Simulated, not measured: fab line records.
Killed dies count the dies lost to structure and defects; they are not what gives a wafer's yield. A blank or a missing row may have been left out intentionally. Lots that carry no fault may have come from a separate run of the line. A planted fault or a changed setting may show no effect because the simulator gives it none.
Which tool did it? || flow gf180mcu || 12 lots, 34 wafers sampled, at 3 steps of a route of 602

== WHAT THE GAUGES READ, wafer by wafer ==
GF_MIM_THK_MEAS_11: measures by xrf. Usual: for MIM_ALCU_THK the level is 197.3 nm and the standard deviation is 2.5.
{"lot": "L579", "measured": "day 24 05:01", "on": "film metro-04", "MIM_ALCU_THK (nm)": "198.1 199.0 196.1", "flag": ""}
{"lot": "L581", "measured": "day 25 00:40", "on": "film metro-02", "MIM_ALCU_THK (nm)": "192.9 193.6 190.8", "flag": ""}
{"lot": "L582", "measured": "day 25 10:25", "on": "film metro-04", "MIM_ALCU_THK (nm)": "198.2 198.8 198.0", "flag": ""}
{"lot": "L584", "measured": "day 26 09:01", "on": "film metro-02", "MIM_ALCU_THK (nm)": "194.4 198.6 195.0", "flag": ""}
{"lot": "L586", "measured": "day 26 17:08", "on": "film metro-02", "MIM_ALCU_THK (nm)": "193.1 194.9 193.1", "flag": ""}
{"lot": "L587", "measured": "day 27 04:18", "on": "film metro-02", "MIM_ALCU_THK (nm)": "193.2 192.8 194.4", "flag": ""}
{"lot": "L589", "measured": "day 27 15:55", "on": "film metro-04", "MIM_ALCU_THK (nm)": "199.2 199.4 198.1", "flag": ""}
{"lot": "L590", "measured": "day 28 00:48", "on": "film metro-04", "MIM_ALCU_THK (nm)": "200.3 201.0 199.3", "flag": ""}
{"lot": "L592", "measured": "day 28 21:10", "on": "film metro-02", "MIM_ALCU_THK (nm)": "194.5 194.3 192.4", "flag": ""}
{"lot": "L593", "measured": "day 28 23:53", "on": "film metro-02", "MIM_ALCU_THK (nm)": "196.5 196.4 197.0", "flag": ""}
{"lot": "L598", "measured": "day 30 13:17", "on": "film metro-02", "MIM_ALCU_THK (nm)": "199.4 199.0", "flag": ""}
{"lot": "L600", "measured": "day 30 16:12", "on": "film metro-01", "MIM_ALCU_THK (nm)": "200.7 202.0", "flag": ""}

== WHAT TOOL EACH LOT RAN ON (gives the tool, then ch and the chambers of the sampled wafers, and finally the start) ==
{"lot": "L579", "GF_V4_SPUTTER_22": "pvd sputter-02, day 24 03:49", "GF_MIM_SPUTTER_09": "pvd sputter-02, day 24 04:50"}
{"lot": "L581", "GF_V4_SPUTTER_22": "pvd sputter-04, day 24 23:09", "GF_MIM_SPUTTER_09": "pvd sputter-04, day 25 00:29"}
{"lot": "L582", "GF_V4_SPUTTER_22": "pvd sputter-04, day 25 09:14", "GF_MIM_SPUTTER_09": "pvd sputter-04, day 25 10:15"}
{"lot": "L584", "GF_V4_SPUTTER_22": "pvd sputter-02, day 26 07:49", "GF_MIM_SPUTTER_09": "pvd sputter-02, day 26 08:52"}
{"lot": "L586", "GF_V4_SPUTTER_22": "pvd sputter-02, day 26 15:14", "GF_MIM_SPUTTER_09": "pvd sputter-04, day 26 16:49"}
{"lot": "L587", "GF_V4_SPUTTER_22": "pvd sputter-04, day 27 02:56", "GF_MIM_SPUTTER_09": "pvd sputter-02, day 27 04:08"}
{"lot": "L589", "GF_V4_SPUTTER_22": "pvd sputter-01, day 27 14:44", "GF_MIM_SPUTTER_09": "pvd sputter-02, day 27 15:45"}
{"lot": "L590", "GF_V4_SPUTTER_22": "pvd sputter-01, day 27 23:38", "GF_MIM_SPUTTER_09": "pvd sputter-02, day 28 00:38"}
{"lot": "L592", "GF_V4_SPUTTER_22": "pvd sputter-02, day 28 19:59", "GF_MIM_SPUTTER_09": "pvd sputter-04, day 28 21:00"}
{"lot": "L593", "GF_V4_SPUTTER_22": "pvd sputter-02, day 28 22:44", "GF_MIM_SPUTTER_09": "pvd sputter-02, day 28 23:44"}
{"lot": "L598", "GF_V4_SPUTTER_22": "pvd sputter-04, day 30 11:59", "GF_MIM_SPUTTER_09": "pvd sputter-03, day 30 13:07"}
{"lot": "L600", "GF_V4_SPUTTER_22": "pvd sputter-01, day 30 15:02", "GF_MIM_SPUTTER_09": "pvd sputter-03, day 30 16:03"}
- GF_V4_SPUTTER_22: material TiN, target thk 10 nm, time 40 s.
- GF_MIM_SPUTTER_09: material TiN, target thk 35 nm, time 29.2 s.

== WHAT THE TOOLS THEMSELVES READ (means of the sampled wafers that have a number; where no wafer has one, the mark that the record gives instead) ==
GF_V4_SPUTTER_22. Usual: throttle valve pct 30.0 %, standard deviation 1.1.
{"lot": "L579", "tool": "pvd sputter-02", "throttle valve pct (%)": 30.4, "flag": ""}
{"lot": "L581", "tool": "pvd sputter-04", "throttle valve pct (%)": 29.0, "flag": ""}
{"lot": "L582", "tool": "pvd sputter-04", "throttle valve pct (%)": 28.8, "flag": ""}
{"lot": "L584", "tool": "pvd sputter-02", "throttle valve pct (%)": 30.3, "flag": ""}
{"lot": "L586", "tool": "pvd sputter-02", "throttle valve pct (%)": 30.4, "flag": ""}
{"lot": "L587", "tool": "pvd sputter-04", "throttle valve pct (%)": 29.0, "flag": ""}
{"lot": "L589", "tool": "pvd sputter-01", "throttle valve pct (%)": 29.9, "flag": ""}
{"lot": "L590", "tool": "pvd sputter-01", "throttle valve pct (%)": 29.5, "flag": ""}
{"lot": "L592", "tool": "pvd sputter-02", "throttle valve pct (%)": 31.1, "flag": ""}
{"lot": "L593", "tool": "pvd sputter-02", "throttle valve pct (%)": 30.0, "flag": ""}
{"lot": "L598", "tool": "pvd sputter-04", "throttle valve pct (%)": 29.3, "flag": ""}
{"lot": "L600", "tool": "pvd sputter-01", "throttle valve pct (%)": 29.2, "flag": ""}

GF_MIM_SPUTTER_09. Usual: throttle valve pct 30.2 %, standard deviation 1.1.
{"lot": "L579", "tool": "pvd sputter-02", "throttle valve pct (%)": 31.4, "flag": ""}
{"lot": "L581", "tool": "pvd sputter-04", "throttle valve pct (%)": 28.9, "flag": ""}
{"lot": "L582", "tool": "pvd sputter-04", "throttle valve pct (%)": 29.1, "flag": ""}
{"lot": "L584", "tool": "pvd sputter-02", "throttle valve pct (%)": 31.1, "flag": ""}
{"lot": "L586", "tool": "pvd sputter-04", "throttle valve pct (%)": 29.3, "flag": ""}
{"lot": "L587", "tool": "pvd sputter-02", "throttle valve pct (%)": 30.9, "flag": ""}
{"lot": "L589", "tool": "pvd sputter-02", "throttle valve pct (%)": 30.7, "flag": ""}
{"lot": "L590", "tool": "pvd sputter-02", "throttle valve pct (%)": 31.0, "flag": ""}
{"lot": "L592", "tool": "pvd sputter-04", "throttle valve pct (%)": 29.6, "flag": ""}
{"lot": "L593", "tool": "pvd sputter-02", "throttle valve pct (%)": 30.4, "flag": ""}
{"lot": "L598", "tool": "pvd sputter-03", "throttle valve pct (%)": 30.4, "flag": ""}
{"lot": "L600", "tool": "pvd sputter-03", "throttle valve pct (%)": 30.4, "flag": ""}

== THE ANSWER, worked out from the rows above alone ==
Rule: a lot counts as off when the mean over its wafers that have a number is more than 3 standard deviations away from the usual mean. A lot without any number at a reading at which 4 lots or more have one is off too. All remaining lots with rows at the step are treated as sound. After the gauges, taken in route order, come the tools' own readings; for these a lot's mean is taken, as printed above. The first step at which some lot is off is used, and at that step the reading that is off furthest; a lot without a number counts as furthest.
None of the lots is off at any reading shown; this tells nothing.

== WHAT THE SIMULATOR HAD PUT IN ==
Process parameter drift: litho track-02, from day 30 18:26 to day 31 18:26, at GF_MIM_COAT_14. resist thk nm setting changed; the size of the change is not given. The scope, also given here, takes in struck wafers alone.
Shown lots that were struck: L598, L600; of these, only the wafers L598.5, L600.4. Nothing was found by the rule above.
